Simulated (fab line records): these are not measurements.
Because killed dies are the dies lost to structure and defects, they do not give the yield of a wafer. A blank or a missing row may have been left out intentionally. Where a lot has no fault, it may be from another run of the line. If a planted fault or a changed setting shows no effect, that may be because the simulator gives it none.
Split-lot trial -- flow gf180mcu -- 5 lots, 23 wafers read, on a route of 602 steps

## THE SPLIT
At GF_HV_LDD_IMPLANT_48, the setting energy_kev was moved away from the recipe's 25 on 9 of the 23 wafers read, by -1.9% to +4.9%. All remaining wafers had this setting at the recipe value.

Reading taken at the split's own step.

## THE READING
The simulator's own value implant.drp_nm, read by no gauge, in nm at GF_HV_LDD_IMPLANT_48. No usual value for it is given in the file.

wafer,"tool, chamber at the split",energy_kev as run,against the recipe,"implant.drp_nm, nm",against lot-mates on the recipe
L074.1,"implanter-04, 0",25,recipe,35.62,-
L074.2,"implanter-04, 0",25,recipe,35.62,-
L074.6,"implanter-04, 0",25,recipe,35.62,-
L078.1,"implanter-01, 0",25.53,+2.1%,36.51,+0.89
L078.2,"implanter-01, 0",25.53,+2.1%,36.51,+0.89
L078.4,"implanter-01, 0",25.53,+2.1%,36.51,+0.89
L078.5,"implanter-01, 0",25,recipe,35.62,-
L078.6,"implanter-01, 0",25,recipe,35.62,-
L080.2,"implanter-01, 0",25,recipe,35.62,-
L080.4,"implanter-01, 0",25,recipe,35.62,-
L080.6,"implanter-01, 0",25,recipe,35.62,-
L080.3,"implanter-01, 0",26,+4.0%,37.29,+1.67
L080.5,"implanter-01, 0",26,+4.0%,37.29,+1.67
L081.1,"implanter-03, 0",26.22,+4.9%,37.65,+2.03
L081.3,"implanter-03, 0",26.22,+4.9%,37.65,+2.03
L081.4,"implanter-03, 0",25,recipe,35.62,-
L081.5,"implanter-03, 0",25,recipe,35.62,-
L081.6,"implanter-03, 0",25,recipe,35.62,-
L085.1,"implanter-01, 0",24.52,-1.9%,34.82,-0.80
L085.2,"implanter-01, 0",24.52,-1.9%,34.82,-0.80
L085.3,"implanter-01, 0",25,recipe,35.62,-
L085.4,"implanter-01, 0",25,recipe,35.62,-
L085.6,"implanter-01, 0",25,recipe,35.62,-

FIT RESULTS
A straight line over all 23 wafers: implant.drp_nm changes by +0.417 nm for each +1% of energy_kev; r = +1.00; the points scatter about the line by 0.0027 nm.
The same after taking each lot's own level away (the mean of its wafers on the recipe; 23 wafers): +0.417 nm for each +1%; r = +1.00; scatter 0.0027 nm.
That fit puts the effect of the largest move of energy_kev on the reading at 2 nm.
The lots' own levels span 35.620 to 35.620 nm.
Hence the lot-to-lot level has little effect on the slope; both slopes agree.
Check: for one of the wafers moved furthest among these (+4.9%), held out of the fit, the line's prediction against its lot-mates is +2.04 nm. It came out at +2.03 nm against them.

## OTHER SPLITS APPLIED TO THESE WAFERS
Note: prior to the reading, these wafers also went through further splits. Each is held against what the fit with the lots' levels taken away leaves over:
other split on the same wafers,wafers away from the commonest value,r with implant.drp_nm (lot level and that fit taken away)
GF_POLY_GATE_PEB_08 peb_time_s,11,+0.27
GF_HV_LDD_DEVELOP_06 develop_time_s,9,+0.00
GF_HV_LDD_COAT_41 spin_rpm,9,+0.10
GF_HV_LDD_DEVELOP_45 develop_time_s,5,-0.68

## THE WHOLE CHAIN: every reading that the file lists as answering this split, in the file's order
step,what it does,reading,change (the file's fit),r (the file's)
GF_HV_LDD_IMPLANT_48,,"implant.rp_nm (the simulator's own value, which no gauge read)",+0.805 nm for each +1% of the setting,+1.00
GF_HV_LDD_IMPLANT_48,,"implant.drp_nm (the simulator's own value, which no gauge read)",+0.416 nm for each +1% of the setting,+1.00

## FILE'S OWN FIT
implant.drp_nm changes by +0.416 nm for each +1% of energy_kev, r = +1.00.
